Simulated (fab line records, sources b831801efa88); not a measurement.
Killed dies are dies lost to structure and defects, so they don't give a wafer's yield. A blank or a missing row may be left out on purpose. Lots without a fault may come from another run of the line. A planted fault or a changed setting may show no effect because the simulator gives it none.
fab line records | flow sky130
record lots=7 wafers=21 last_day=50
route steps=708 shown NWELL@63
lots that met no fault: from a run of the same line without faults
start_h: hours from the record's first day to the start of the lot's first wafer shown | wait_h: hours since the lot's step before | " the same as in the row above | L1.1+2: a row that stands for several wafers | - no value, or no start given | * or withheld: withheld | < > ~ a bound
route shown NAME@n: a module of which the file shows steps, and the number in the route of the first | usual: mean/standard deviation of fault-free wafers | same: alike in all rows | chamber/n: place in a boat | sites: the reading at each site | _std_site: their standard deviation | _edge_site: outer sites' mean less inner sites' | radius_mm: how far each site lies from the wafer's centre | mask NAME#n: copy n | behind: the tool/chamber that last shaped the wafer | hold: why the lot was held/for how many hours/how that ended | device: the transistor (n, p or np) that didn't switch | end of line: the same wafers' tests at the end of the route | a step without rows: its recipe alone | killed: dies lost to structure and defects at the first sort, not the wafer's yield | map: a wafer's dies, x killed, . not, _ none there
set.NAME: the setting as run; set.NAME@STEP: as run at that earlier step | model.NAME: the simulator's own value behind a step, which no gauge read
lots at some steps of the route; a table a step, a row a wafer
services: from which hour (start_h, from the record's first day; less than 0 if before it) a tool's chamber was out of use, for how many hours, and why
## steps
# step SKY_NWELL_OVL_MEAS_10
# usual NWELL_00_OVL=-0.6/1.2
# columns lot.wafer tool chamber start_h wait_h NWELL_00_OVL[nm]
L547.1 overlay-02 - 149.03 - -1.7
L547.2 " - " " -0.9
L547.5 " - " " -0.7
L549.3 overlay-01 - 158.47 - 0.5
L549.4 " - " " -0.8
L549.5 " - " " -1.0
L550.3 overlay-02 - 176.32 - 0.4
L550.5 " - " " -0.6
L550.6 " - " " -2.2
L551.1 overlay-02 - 177.77 - 0.0
L551.2 " - " " -2.9
L551.5 " - " " -0.9
L552.2 overlay-01 - 192.53 - -0.8
L552.5 " - " " 0.0
L552.6 " - " " 0.3
L557.1 overlay-02 - 215.02 - 0.2
L557.3 " - " " 0.2
L557.5 " - " " -1.4
L559.3 overlay-02 - 221.62 - -1.8
L559.4 " - " " 0.2
L559.6 " - " " -3.0
# step SKY_NWELL_IMPLANT_11
# recipe species=P energy_kev=400 dose_cm2=1.9e+13 tilt_deg=withheld
# step SKY_NWELL_IMPLANT_12
# recipe species=P energy_kev=120 dose_cm2=1.3e+12 tilt_deg=withheld
# step SKY_NWELL_IMPLANT_13
# recipe species=P energy_kev=50 dose_cm2=7e+11 tilt_deg=withheld
# step SKY_NWELL_STRIP_14
# recipe chemistry=O2/N2 power_w=1400 pressure_mtorr=1500 platen_temp_c=withheld o2_flow_sccm=3000 n2_flow_sccm=300 overash_fraction=0.5
# usual drypump_motor_current_A=5.6/0.55 oes_product_au=0.723/0.0039 strip_time_to_endpoint_s=36.92/0.12
# columns lot.wafer tool chamber start_h wait_h drypump_motor_current_A oes_product_au rf_hours_counter_h strip_time_to_endpoint_s
L547.1 plasma_asher-03 1 149.51 0.1 5.8 0.722 44 36.83
L547.2 " 0 " " 6.3 0.724 44 36.87
L547.5 " 1 " " 5.8 0.720 - 36.97
L549.3 plasma_asher-04 1 158.97 0.1 4.8 0.724 - 36.84
L549.4 " 0 " " 5.2 0.728 - 36.76
L549.5 " 1 " " 4.9 0.723 - 36.87
L550.3 plasma_asher-03 0 176.82 0.1 6.3 0.723 - 37.11
L550.5 " 0 " " 6.4 0.723 - 37.03
L550.6 " 1 " " 5.8 0.720 - 37.10
L551.1 plasma_asher-03 0 178.26 0.1 6.3 0.716 47 36.81
L551.2 " 1 " " 5.8 0.725 47 37.00
L551.5 " 0 " " 6.3 0.724 - 36.95
L552.2 plasma_asher-03 0 193.01 0.1 6.3 0.714 49 37.10
L552.5 " 0 " " 6.3 0.720 - 37.01
L552.6 " 1 " " 5.8 0.725 - 36.91
L557.1 plasma_asher-03 1 215.51 0.1 5.8 0.716 51 36.76
L557.3 " 1 " " 5.8 0.714 - 36.69
L557.5 " 1 " " 5.8 0.727 - 36.92
L559.3 plasma_asher-04 0 222.12 0.1 5.2 0.723 - 37.00
L559.4 " 1 " " 4.9 0.721 - 36.96
L559.6 " 0 " " 5.2 0.724 - 36.96
# step SKY_NWELL_TW_MEAS_15
# usual NWELL_TW=1820/15
# columns lot.wafer tool chamber start_h wait_h NWELL_TW
L547.1 film_metro-03 - 149.61 0.1 1841
L547.2 " - " " 1846
L547.5 " - " " 1839
L549.3 film_metro-04 - 159.06 0.1 1835
L549.4 " - " " 1821
L549.5 " - " " 1826
L550.3 film_metro-04 - 176.91 0.1 1828
L550.5 " - " " 1832
L550.6 " - " " 1827
L551.1 film_metro-02 - 178.36 0.1 1804
L551.2 " - " " 1788
L551.5 " - " " 1794
L552.2 film_metro-02 - 193.12 0.1 1809
L552.5 " - " " 1806
L552.6 " - " " 1812
L557.1 film_metro-03 - 215.61 0.1 1843
L557.3 " - " " 1829
L557.5 " - " " 1831
L559.3 film_metro-02 - 222.21 0.1 1791
L559.4 " - " " 1800
L559.6 " - " " 1795
# step SKY_NWELL_DEHYDRATE_16
# recipe temp_c=200 time_s=60
# step SKY_NWELL_HMDS_17
# recipe prime_time_s=60 prime_temp_c=120
# step SKY_NWELL_COAT_18
# recipe spin_rpm=2000 resist_thk_nm=3000
# step SKY_NWELL_SOFTBAKE_19
# recipe temp_c=110 time_s=withheld
# step SKY_NWELL_EXPOSE_20
# recipe mask_id=NWM_COMPLEMENT na=0.6 source_shape=conventional sigma_outer=0.6 polarization=unpolarized target_cd_nm=840 dose_mj=260
# step SKY_NWELL_PEB_21
# recipe temp_c=115 time_s=withheld
# step SKY_NWELL_DEVELOP_22
# recipe wall_angle_deg=90 developer=TMAH develop_time_s=60 dev_temp_c=23
# usual chill_plate_temp_C=22.98/0.1 develop_time_s=60/0 developer_temp_C=23.01/0.11 exhaust_pa=45.0/1 resist_line_temp_C=22.97/0.092
# columns lot.wafer tool chamber start_h wait_h chill_plate_temp_C develop_time_s developer_temp_C exhaust_pa resist_line_temp_C
L547.1 litho_track-02 0 169 - 22.85 60 22.87 43.9 23.06
L547.2 " 0 " " 22.99 60 23.05 44.1 22.97
L547.5 " 0 " " 23.03 60 22.89 43.8 23.06
L549.3 litho_track-03 - 179 - - - - - -
L549.4 " - " " - - - - -
L549.5 " - " " - - - - -
L550.3 litho_track-02 - 197 - - - - - -
L550.5 " - " " - - - - -
L550.6 " - " " - - - - -
L551.1 litho_track-03 - 199 - - - - - -
L551.2 " - " " - - - - -
L551.5 " - " " - - - - -
L552.2 litho_track-02 0 214 - 23.02 60 22.92 45.8 23.07
L552.5 " 0 " " 22.86 60 22.91 45.4 22.94
L552.6 " 0 " " 23.04 60 22.96 45.7 22.92
L557.1 litho_track-01 0 237 - 23.05 60 22.96 45.0 22.94
L557.3 " 0 " " 23.14 60 22.99 45.8 22.86
L557.5 " 0 " " 22.91 60 22.95 44.6 23.05
L559.3 litho_track-03 0 244 - 23.19 60 23.08 44.7 22.96
L559.4 " 0 " " 23.15 60 23.17 43.7 22.77
L559.6 " 0 " " 23.09 60 23.09 44.0 22.97
# step SKY_NWELL_OVL_MEAS_23
# usual NWELL_01_OVL=-0.3/1.4
# columns lot.wafer tool chamber start_h wait_h NWELL_01_OVL[nm]
L547.1 overlay-02 - 169.27 - -1.7
L547.2 " - " " -1.5
L547.5 " - " " -2.0
L549.3 overlay-02 - 179.82 - -
L549.4 " - " " -
L549.5 " - " " -
L550.3 overlay-01 - 197.83 - -
L550.5 " - " " -
L550.6 " - " " -
L551.1 overlay-02 - 199.60 - -
L551.2 " - " " -
L551.5 " - " " -
L552.2 overlay-01 - 214.68 - 0.2
L552.5 " - " " 0.5
L552.6 " - " " -0.8
L557.1 overlay-02 - 237.98 - 0.3
L557.3 " - " " 0.2
L557.5 " - " " -1.5
L559.3 overlay-02 - 244.97 - -1.5
L559.4 " - " " 0.6
L559.6 " - " " -1.4
## services
# columns tool chamber start_h hours kind
plasma_asher-04 - 154.32 3.3 repair
plasma_asher-04 - 231.91 2.8 repair
plasma_asher-03 - 232.14 2.8 pm
## key
first_sign step=SKY_NWELL_DEVELOP_22 reading=tool_record direction=missing
effect none on later readings
met_at SKY_NWELL_DEVELOP_22
struck_wafers L549.3,L549.4,L549.5,L550.3,L550.5,L550.6,L551.1,L551.2,L551.5
sort_left_out L549.3,L549.4,L549.5,L550.3,L550.5,L550.6,L551.1,L551.2,L551.5
tester_left_out L549,L550,L551
onset_between 169 179
fault kind=skipped_step_whole tool=litho_track-02,litho_track-03 chamber=- onset_h=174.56 steps=SKY_NWELL_DEVELOP_22 scope=struck_lots_only
# tester_left_out: of these lots the tester's yield and bins aren't shown, on N5 and GAA mostly nor the transistor test; their killed dies are dies lost to structure and defects alone, not to doping, threshold or leakage, so they don't give the yield
# sort_left_out: the simulated sort isn't trusted on such a fault, so these wafers' sort isn't shown, and their yield isn't known
